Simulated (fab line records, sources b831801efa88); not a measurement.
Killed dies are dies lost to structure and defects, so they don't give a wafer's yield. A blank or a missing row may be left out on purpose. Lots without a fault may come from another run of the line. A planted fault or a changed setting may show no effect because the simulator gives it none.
A struck lot beside a sound one | flow sfq_line | 21 steps out of a route of 325
Sound: wafers L500.1, L500.2, L500.5. Struck: wafers L494.1, L494.5, L494.6. The cause comes at the end.
At each step with rows: each side's tool, then ch and its chambers, then its first start. Under that, the readings that differ: sound wafers | struck wafers | difference of the means | sigmas: that difference in standard deviations of wafers without a fault.
alike: readings whose means differ by less than 2 such deviations, and words and numbers that are the same on both sides. not compared: withheld readings, readings that some wafer has no value for, bounds like >300 that may hide the same value, and numbers for which the record gives no deviation and whose values overlap.
The two part at a step that has a row with sigmas, a row that says differs or no value, or rows on one side only. Numbers that don't overlap but have no deviation are shown without sigmas and don't part them. A reading that every wafer of one side lacks parts them only if that side has two wafers or more.

SFQ_TRILAYER_I4_VIA_BARC_OPEN_VIA_ETCH_146: etches BARC in O2, target depth 125 nm, time 41.7 s.
  sound on rie_diel-03 ch 1,2,3, day 51 08:11; struck on rie_diel-04 ch 0,2,3, day 42 00:41
  alike: drypump_motor_current_A, oes_product_au
  not compared: rf_hours_counter_h
SFQ_TRILAYER_I4_VIA_ETCH_VIA_ETCH_106: etches SiO2 in CHF3, stops on Nb, target depth 260 nm.
  sound on rie_diel-03 ch 1,2,3, day 51 08:13; struck on rie_diel-04 ch 0,2,3, day 42 00:44
  alike: drypump_motor_current_A, oes_product_au
then, 4 steps without rows for these wafers: SFQ_TRILAYER_I4_VIA_STRIP_STRIP_107 (strips in O2); SFQ_TRILAYER_I4_VIA_STRIP_SOLV_CLEAN_108 (cleans in NMP, time 600 s); SFQ_TRILAYER_JJ_TRILAYER_DEP_PRE_CLEAN_113 (time 22.5 s); SFQ_TRILAYER_JJ_TRILAYER_DEP_SPUTTER_109 (material Nb, target thk 150 nm, time 100 s).
SFQ_TRILAYER_JJ_TRILAYER_DEP_SPUTTER_110: material Al, target thk 8 nm, time 10 s.
  sound on pvd_sputter-03, day 51 09:14; struck on pvd_sputter-03, day 42 01:44
  alike: throttle_valve_pct
then, 2 steps without rows for these wafers: SFQ_TRILAYER_JJ_TRILAYER_DEP_AL_OXIDATION_111 (oxidation time 600 s); SFQ_TRILAYER_JJ_TRILAYER_DEP_SPUTTER_112 (material Nb, target thk 170 nm, time 113.3 s).
SFQ_JJ_RS_MEAS_929: measures by four-point-probe.
  sound on film_metro-01, day 51 10:20; struck on film_metro-01, day 42 02:50
  alike: JJ_NB_RS
then, 1 step without rows for these wafers: SFQ_TRILAYER_JJ_CE_LITHO_COAT_119 (resist thk 62 nm).
SFQ_TRILAYER_JJ_CE_LITHO_COAT_114: resist thk 600 nm.
  sound on litho_track-01 ch 0, day 51 10:49; struck on litho_track-03 ch 0, day 42 03:19
  reading                                                | sound                | struck               | difference | sigmas
  spin_speed_rpm (rpm)                                   | 3002.0 3002.8 3000.8 | 2757.0 2759.0 2756.9 | -244.2     | -99 or more
  model.KrF_of_TRILAYER_JJ_CE_LITHO_COAT_114.thk_nm (nm) | 596.1 595.3 594.1    | 626.4 627.1 626.7    | +31.6      |
then, 4 steps without rows for these wafers: SFQ_TRILAYER_JJ_CE_LITHO_SOFTBAKE_118; SFQ_TRILAYER_JJ_CE_LITHO_EXPOSE_115 (exposes mask J5, target cd 700 nm); SFQ_TRILAYER_JJ_CE_LITHO_PEB_117 (peb time 60 s); SFQ_TRILAYER_JJ_CE_LITHO_DEVELOP_116 (time 60 s).
-- the record jumps here: 6 days lie between the struck wafers' starts before and after --
SFQ_JJ_OVL_MEAS_931:
  sound on overlay-01, day 57 15:01; struck on overlay-02, day 47 21:13
  alike: J5_OVL
SFQ_TRILAYER_JJ_CE_METRO_MEASURE_117:
  sound on cd_sem-02, day 57 15:04; struck on cd_sem-02, day 47 21:16
  alike: cd_nm
SFQ_TRILAYER_JJ_CE_BARC_OPEN_RIE_150: chemistry O2, target BARC, target depth 240 nm, time 80 s.
  sound on rie_metal-04 ch 0,1, day 57 16:16; struck on rie_metal-03 ch 0,1, day 47 22:28
  alike: drypump_motor_current_A, oes_product_au
  not compared: rf_hours_counter_h
SFQ_TRILAYER_JJ_CE_ETCH_RIE_118: chemistry SF6, target Nb, stops on Al2O3, time 97.7 s, target depth 170 nm.
  sound on rie_metal-04 ch 0,1, day 57 16:21; struck on rie_metal-03 ch 0,1, day 47 22:33
  reading                                                | sound             | struck          | difference | sigmas
  model.KrF_of_TRILAYER_JJ_CE_LITHO_COAT_114.thk_nm (nm) | 472.4 470.9 469.9 | 503.2 505 504.5 | +33.2      |
  alike: drypump_motor_current_A, oes_product_au
  not compared: rf_hours_counter_h
then, 1 step without rows for these wafers: SFQ_TRILAYER_JJ_ANODIZE_ANODIZE_119.

WHERE THEY PART
Only at SFQ_TRILAYER_JJ_CE_LITHO_COAT_114, within this record. Later steps at which nothing parts them and some readings are alike: SFQ_JJ_OVL_MEAS_931, SFQ_TRILAYER_JJ_CE_METRO_MEASURE_117, SFQ_TRILAYER_JJ_CE_BARC_OPEN_RIE_150, SFQ_TRILAYER_JJ_CE_ETCH_RIE_118.

WHY: what the simulator had put in
Process parameter drift: litho_track-03, from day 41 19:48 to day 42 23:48, at SFQ_TRILAYER_JJ_CE_LITHO_COAT_114. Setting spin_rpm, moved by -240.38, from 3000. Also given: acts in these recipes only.
